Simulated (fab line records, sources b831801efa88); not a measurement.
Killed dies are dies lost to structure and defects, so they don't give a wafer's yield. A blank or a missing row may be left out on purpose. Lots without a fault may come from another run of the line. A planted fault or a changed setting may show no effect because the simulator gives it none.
fab line records | flow gf180mcu
record lots=13 wafers=39 last_day=34
route steps=602 shown SAB@264 CONTACT@292 M1@326 V1@340
lots that met no fault: from a run of the same line without faults
start_h: hours from the record's first day to the start of the lot's first wafer shown | wait_h: hours since the lot's step before | " the same as in the row above | L1.1+2: a row that stands for several wafers | - no value, or no start given | * or withheld: withheld | < > ~ a bound
route shown NAME@n: a module of which the file shows steps, and the number in the route of the first | usual: mean/standard deviation of fault-free wafers | same: alike in all rows | chamber/n: place in a boat | sites: the reading at each site | _std_site: their standard deviation | _edge_site: outer sites' mean less inner sites' | radius_mm: how far each site lies from the wafer's centre | mask NAME#n: copy n | behind: the tool/chamber that last shaped the wafer | hold: why the lot was held/for how many hours/how that ended | device: the transistor (n, p or np) that didn't switch | end of line: the same wafers' tests at the end of the route | a step without rows: its recipe alone | killed: dies lost to structure and defects at the first sort, not the wafer's yield | map: a wafer's dies, x killed, . not, _ none there
set.NAME: the setting as run; set.NAME@STEP: as run at that earlier step | model.NAME: the simulator's own value behind a step, which no gauge read
steps of the route over a sample of lots; a table a step, a row a wafer
services: from which hour (start_h, from the record's first day; less than 0 if before it) a tool's chamber was out of use, for how many hours, and why
## steps
# step GF_SAB_CVD_00
# recipe material=SiO2 target_thk_nm=50 precursor=TEOS temp_c=400 time_s=4.9302 rf_w=600
# usual heater_power_w=652/120
# columns lot.wafer tool chamber start_h wait_h heater_power_w
L832.1 pecvd-03 0 316.26 0.1 666
L832.2 " 2 " " 878
L832.4 " 0 " " 684
L833.1 pecvd-03 1 334.60 0.1 675
L833.2 " 0 " " 699
L833.3 " 2 " " 857
L834.1 pecvd-01 0 335.61 0.1 528
L834.4 " 0 " " 521
L834.6 " 2 " " 438
L835.4 pecvd-01 1 338.03 0.0 597
L835.5 " 0 " " 527
L835.6 " 2 " " 469
L837.3 pecvd-01 1 360.46 0.1 710
L837.4 " 2 " " 537
L837.5 " 1 " " 707
L836.3 pecvd-03 1 361.41 0.1 607
L836.5 " 2 " " 878
L836.6 " 0 " " 690
L839.1 pecvd-01 2 379.50 0.1 501
L839.3 " 1 " " 737
L839.6 " 2 " " 500
L842.3 pecvd-02 2 403.62 0.1 669
L842.5 " 1 " " 793
L842.6 " 2 " " 685
L845.2 pecvd-01 0 430.87 0.1 559
L845.3 " 2 " " 509
L845.4 " 2 " " 501
L849.1 pecvd-03 0 463.22 0.1 626
L849.3 " 2 " " 847
L849.4 " 0 " " 632
L851.2 pecvd-01 1 478.54 0.1 597
L851.5 " 2 " " 482
L851.6 " 0 " " 541
L852.1 pecvd-01 0 496.14 0.1 543
L852.4 " 1 " " 584
L852.5 " 2 " " 496
L853.1 pecvd-03 1 497.04 0.1 708
L853.4 " 0 " " 584
L853.6 " 2 " " 896
# step GF_CONTACT_BOW_MEAS_05
# recipe mode=bow
# usual CONTACT_BOW=67/7.4
# columns lot.wafer tool chamber start_h wait_h CONTACT_BOW[um]
L832.1 film_metro-04 - 338.23 0.1 62
L832.2 " - " " 68
L832.4 " - " " 74
L833.1 film_metro-04 - 358.09 0.1 57
L833.2 " - " " 57
L833.3 " - " " 61
L834.1 film_metro-04 - 358.21 0.3 52
L834.4 " - " " 59
L834.6 " - " " 71
L835.4 film_metro-04 - 362.05 0.3 65
L835.5 " - " " 70
L835.6 " - " " 58
L837.3 film_metro-04 - 383.84 0.2 66
L837.4 " - " " 70
L837.5 " - " " 65
L836.3 film_metro-02 - 385.27 0.2 67
L836.5 " - " " 73
L836.6 " - " " 61
L839.1 film_metro-04 - 404.01 0.1 51
L839.3 " - " " 58
L839.6 " - " " 54
L842.3 film_metro-02 - 429.23 0.1 74
L842.5 " - " " 73
L842.6 " - " " 60
L845.2 film_metro-04 - 456.40 0.1 67
L845.3 " - " " 70
L845.4 " - " " 64
L849.1 film_metro-04 - 488.93 0.2 61
L849.3 " - " " 65
L849.4 " - " " 65
L851.2 film_metro-02 - 503.79 0.3 78
L851.5 " - " " 84
L851.6 " - " " 75
L852.1 film_metro-02 - 520.64 0.1 67
L852.4 " - " " 67
L852.5 " - " " 62
L853.1 film_metro-02 - 521.67 0.2 53
L853.4 " - " " 71
L853.6 " - " " 72
# step GF_M1_EXPOSE_11
# recipe mask_id=Metal1 target_cd_nm=230 na=0.68 source_shape=conventional sigma_outer=0.6 dose_mj=28
# usual exposure_dose_mJ_cm2=27.80/0.031
# columns lot.wafer tool chamber start_h wait_h mask exposure_dose_mJ_cm2
L832.1 krf_scanner-01 0 372.87 - Metal1#0 27.76
L832.2 " 0 " " Metal1#0 27.75
L832.4 " 0 " " Metal1#0 27.80
L834.1 krf_scanner-02 0 392.93 - Metal1#0 27.84
L834.4 " 0 " " Metal1#0 27.84
L834.6 " 0 " " Metal1#0 27.84
L833.1 krf_scanner-01 0 393.17 - Metal1#0 27.83
L833.2 " 0 " " Metal1#0 27.76
L833.3 " 0 " " Metal1#0 27.75
L835.4 krf_scanner-01 0 397.96 - Metal1#0 27.81
L835.5 " 0 " " Metal1#0 27.83
L835.6 " 0 " " Metal1#0 27.79
L837.3 krf_scanner-01 0 420.04 - Metal1#0 27.86
L837.4 " 0 " " Metal1#0 27.82
L837.5 " 0 " " Metal1#0 27.83
L836.3 krf_scanner-01 0 421.29 - Metal1#0 27.79
L836.5 " 0 " " Metal1#0 27.80
L836.6 " 0 " " Metal1#0 27.83
L839.1 krf_scanner-01 0 441.83 - Metal1#0 27.80
L839.3 " 0 " " Metal1#0 27.79
L839.6 " 0 " " Metal1#0 27.81
L842.3 krf_scanner-02 0 466.71 - Metal1#0 27.80
L842.5 " 0 " " Metal1#0 27.75
L842.6 " 0 " " Metal1#0 27.81
L845.2 krf_scanner-01 0 493.75 - Metal1#0 27.77
L845.3 " 0 " " Metal1#0 27.79
L845.4 " 0 " " Metal1#0 27.78
L849.1 krf_scanner-01 0 526.77 - Metal1#0 26.44
L849.3 " 0 " " Metal1#0 26.45
L849.4 " 0 " " Metal1#0 26.43
L851.2 krf_scanner-02 0 540.10 - Metal1#0 27.77
L851.5 " 0 " " Metal1#0 27.81
L851.6 " 0 " " Metal1#0 27.82
L852.1 krf_scanner-02 0 556.65 - Metal1#0 27.77
L852.4 " 0 " " Metal1#0 27.76
L852.5 " 0 " " Metal1#0 27.82
L853.1 krf_scanner-02 0 558.25 - Metal1#0 27.74
L853.4 " 0 " " Metal1#0 27.81
L853.6 " 0 " " Metal1#0 27.80
# step GF_M1_CD_MEAS_14
# recipe target_cd_nm=230
# usual cd_nm=230.4/1.4
# columns lot.wafer tool chamber start_h wait_h cd_nm
L832.1 cd_sem-02 - 383.95 0.1 232.8
L832.2 " - " " 231.6
L832.4 " - " " 231.9
L834.1 cd_sem-02 - 404.80 0.1 227.6
L834.4 " - " " 228.8
L834.6 " - " " 227.7
L833.1 cd_sem-01 - 405.15 0.1 232.8
L833.2 " - " " 232.8
L833.3 " - " " 231.9
L835.4 cd_sem-02 - 408.96 0.1 228.7
L835.5 " - " " 228.9
L835.6 " - " " 229.0
L837.3 cd_sem-01 - 432.25 0.1 230.9
L837.4 " - " " 229.4
L837.5 " - " " 229.6
L836.3 cd_sem-02 - 433.60 0.1 231.0
L836.5 " - " " 230.7
L836.6 " - " " 231.4
L839.1 cd_sem-01 - 453.85 0.1 229.0
L839.3 " - " " 229.1
L839.6 " - " " 230.4
L842.3 cd_sem-02 - 478.64 0.1 233.1
L842.5 " - " " 232.5
L842.6 " - " " 231.7
L845.2 cd_sem-01 - 505.73 0.1 229.8
L845.3 " - " " 230.8
L845.4 " - " " 230.5
L849.1 cd_sem-01 - 537.80 0.1 199.2
L849.3 " - " " 160.7
L849.4 " - " " 171.0
L851.2 cd_sem-02 - 551.63 0.1 229.2
L851.5 " - " " 230.0
L851.6 " - " " 230.0
L852.1 cd_sem-02 - 567.10 0.1 229.3
L852.4 " - " " 229.4
L852.5 " - " " 229.1
L853.1 cd_sem-01 - 568.95 0.1 231.4
L853.4 " - " " 230.6
L853.6 " - " " 230.4
# step GF_V1_BOW_MEAS_05
# recipe mode=bow
# usual V1_BOW=85/8.7
# columns lot.wafer tool chamber start_h wait_h V1_BOW[um]
L832.1 film_metro-02 - 385.35 0.2 88
L832.2 " - " " 93
L832.4 " - " " 98
L834.1 film_metro-02 - 406.32 0.1 79
L834.4 " - " " 84
L834.6 " - " " 94
L833.1 film_metro-02 - 406.92 0.2 74
L833.2 " - " " 75
L833.3 " - " " 79
L835.4 film_metro-03 - 410.35 0.2 76
L835.5 " - " " 80
L835.6 " - " " 70
L837.3 film_metro-03 - 433.68 0.2 84
L837.4 " - " " 89
L837.5 " - " " 82
L836.3 film_metro-02 - 435.00 0.2 87
L836.5 " - " " 93
L836.6 " - " " 81
L839.1 film_metro-02 - 455.56 0.1 70
L839.3 " - " " 78
L839.6 " - " " 74
L842.3 film_metro-02 - 480.12 0.3 90
L842.5 " - " " 90
L842.6 " - " " 76
L845.2 film_metro-02 - 507.10 0.3 86
L845.3 " - " " 90
L845.4 " - " " 82
L849.1 film_metro-03 - 539.17 0.1 76
L851.2 film_metro-02 - 553.00 0.2 102
L851.5 " - " " 109
L851.6 " - " " 100
L852.1 film_metro-02 - 568.46 0.2 88
L852.4 " - " " 89
L852.5 " - " " 85
L853.1 film_metro-03 - 570.31 0.1 74
L853.4 " - " " 90
L853.6 " - " " 92
## services
# columns tool chamber start_h hours kind
krf_scanner-02 - 304.62 0.5 repair
pecvd-03 - 307.39 3.0 repair
krf_scanner-02 - 335.13 0.8 pm
krf_scanner-02 - 336.59 1.0 pm
krf_scanner-01 - 351.95 1.3 pm
krf_scanner-01 - 353.62 1.0 pm
pecvd-02 2 355.40 3.8 repair
krf_scanner-01 - 359.99 0.2 repair
krf_scanner-02 - 361.19 2.4 repair
krf_scanner-02 - 364.77 11.6 pm
pecvd-03 - 386.86 23.1 repair
pecvd-02 - 399.70 1.4 repair
krf_scanner-01 - 406.25 0.8 pm
pecvd-02 - 415.98 1.2 repair
krf_scanner-01 - 426.23 0.2 repair
krf_scanner-02 - 431.15 1.3 pm
krf_scanner-01 0 437.34 - calibration
pecvd-03 - 459.51 3.2 repair
krf_scanner-02 - 467.23 4.0 pm
pecvd-02 - 470.10 4.3 pm
krf_scanner-02 - 503.98 0.8 pm
krf_scanner-02 - 505.59 1.0 pm
krf_scanner-01 - 522.62 1.0 pm
krf_scanner-01 - 527.85 1.3 pm
## key
first_sign step=GF_M1_EXPOSE_11 reading=exposure_dose_mJ_cm2 direction=down sigmas=44 usual=27.80 struck=26.44
effect step=GF_M1_CD_MEAS_14 reading=cd_nm direction=down sigmas=38 usual=230.4 struck=177.0 through=control_loop
met_at GF_M1_EXPOSE_11
struck_lots L849
later_rows_left_out L849.3,L849.4
sort_left_out L849.1,L849.3,L849.4
loop_trim step=GF_M1_EXPOSE_11 setting=dose lots=L849
not_acting_at GF_SAB_CVD_00,GF_CONTACT_BOW_MEAS_05,GF_V1_BOW_MEAS_05
onset_between 493.75 526.77
fault kind=process_parameter_drift tool=krf_scanner-01 chamber=- onset_h=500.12 steps=GF_M1_EXPOSE_11 channel=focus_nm offset=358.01 spread_by_wafer=0.3 shape=step end_h=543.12
# sort_left_out: the simulated sort isn't trusted on such a fault, so these wafers' sort isn't shown, and their yield isn't known
# later_rows_left_out: the simulator's readings of these wafers behind a module that went badly wrong aren't trusted and aren't shown, but for the sort
# loop_trim: a control loop set the setting to another value than it would have without faults
